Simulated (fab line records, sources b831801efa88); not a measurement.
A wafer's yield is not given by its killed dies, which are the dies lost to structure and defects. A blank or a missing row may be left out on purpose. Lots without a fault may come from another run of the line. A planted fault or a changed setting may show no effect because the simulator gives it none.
A lot that was struck, set against a sound lot ; flow sfq_line ; 13 steps out of a route of 325
Sound: the wafers L482.2, L482.4, L482.6. Wafers struck: L480.2, L480.4, L480.6. The cause is given at the end.
Each step with rows lists, per side, the tool, then ch with its chambers, then its first start. Under that, the readings that differ: sound wafers ; struck wafers ; difference of the means ; sigmas: that difference in standard deviations of wafers without a fault.
alike: readings whose means differ by less than 2 such deviations, and words and numbers that are the same on both sides. not compared: withheld readings, readings that some wafer has no value for, bounds like >300 that may hide the same value, and numbers for which the record gives no deviation and whose values overlap.
A row with sigmas, a row that says differs or no value, or rows on one side alone: a step with any of these is where the two part. When numbers do not overlap yet have no deviation, they are printed without sigmas and do not part them. Lack of a reading on every wafer of one side parts them only where that side has two or more wafers.

SFQ_TRILAYER_M7_DEP_SPUTTER_175: material Nb, target thk 200 nm, time 133.3 s.
  sound on pvd_sputter-03 at day 88 09:31; struck on pvd_sputter-03 at day 88 01:55
  alike: throttle_valve_pct
SFQ_M7_RS_MEAS_943: uses a four-point probe to measure.
  sound on film_metro-03 at day 88 09:37; struck on film_metro-02 at day 88 02:01
  alike: M7_NB_RS
then, 6 steps without rows for these wafers: SFQ_TRILAYER_M7_LITHO_COAT_182 (resist thk 62 nm); SFQ_TRILAYER_M7_LITHO_COAT_177 (resist thk 600 nm); SFQ_TRILAYER_M7_LITHO_SOFTBAKE_181; SFQ_TRILAYER_M7_LITHO_EXPOSE_178 (exposes mask M7, target cd 500 nm); SFQ_TRILAYER_M7_LITHO_PEB_180 (peb time 60 s); SFQ_TRILAYER_M7_LITHO_DEVELOP_179 (time 60 s).
-- the record jumps here: 3 days lie between the struck wafers' starts before and after --
SFQ_M7_OVL_MEAS_945:
  sound on overlay-02 at day 91 17:22; struck on overlay-01 at day 91 11:22
  alike: M7_OVL
SFQ_TRILAYER_M7_BARC_OPEN_METAL_ETCH_229: etches BARC in O2, target depth 125 nm, time 41.7 s.
  sound on rie_metal-02 ch 0,1, day 91 17:24; struck on rie_metal-03 ch 0,1, day 91 11:24
reading;sound;struck;difference;sigmas
oes_product_au (a.u.);0.697 0.693 0.688;0.684 0.679 0.686;-0.010;-2
  alike: drypump_motor_current_A, rf_fwd_power_W
  not compared: rf_hours_counter_h
SFQ_TRILAYER_M7_ETCH_METAL_ETCH_180: etches Nb in Cl2/Ar, stops on SiO2, target depth 240 nm, time 120 s.
  sound on rie_metal-02 ch 0,1, day 91 17:28; struck on rie_metal-03 ch 0,1, day 91 11:28
  alike: drypump_motor_current_A, oes_product_au, rf_fwd_power_W
  not compared: rf_hours_counter_h
SFQ_TRILAYER_M7_STRIP_STRIP_181: strips in O2.
  sound on rie_metal-02 ch 0,1, day 91 17:35; struck on rie_metal-03 ch 0,1, day 91 11:35
reading;sound;struck;difference;sigmas
overash_fraction;0.65 0.65 0.65;0.39 0.39 0.39;-0.26;
  alike: drypump_motor_current_A, oes_product_au
  not compared: rf_hours_counter_h
then, 1 step without rows for these wafers: SFQ_TRILAYER_M7_STRIP_SOLV_CLEAN_182 (cleans in NMP, time 600 s).

## WHERE THEY PART
At SFQ_TRILAYER_M7_BARC_OPEN_METAL_ETCH_229 and nowhere else, as far as this record goes. Later steps at which nothing parts them and some readings are alike: SFQ_TRILAYER_M7_ETCH_METAL_ETCH_180, SFQ_TRILAYER_M7_STRIP_STRIP_181.

WHY: what had been put in by the simulator
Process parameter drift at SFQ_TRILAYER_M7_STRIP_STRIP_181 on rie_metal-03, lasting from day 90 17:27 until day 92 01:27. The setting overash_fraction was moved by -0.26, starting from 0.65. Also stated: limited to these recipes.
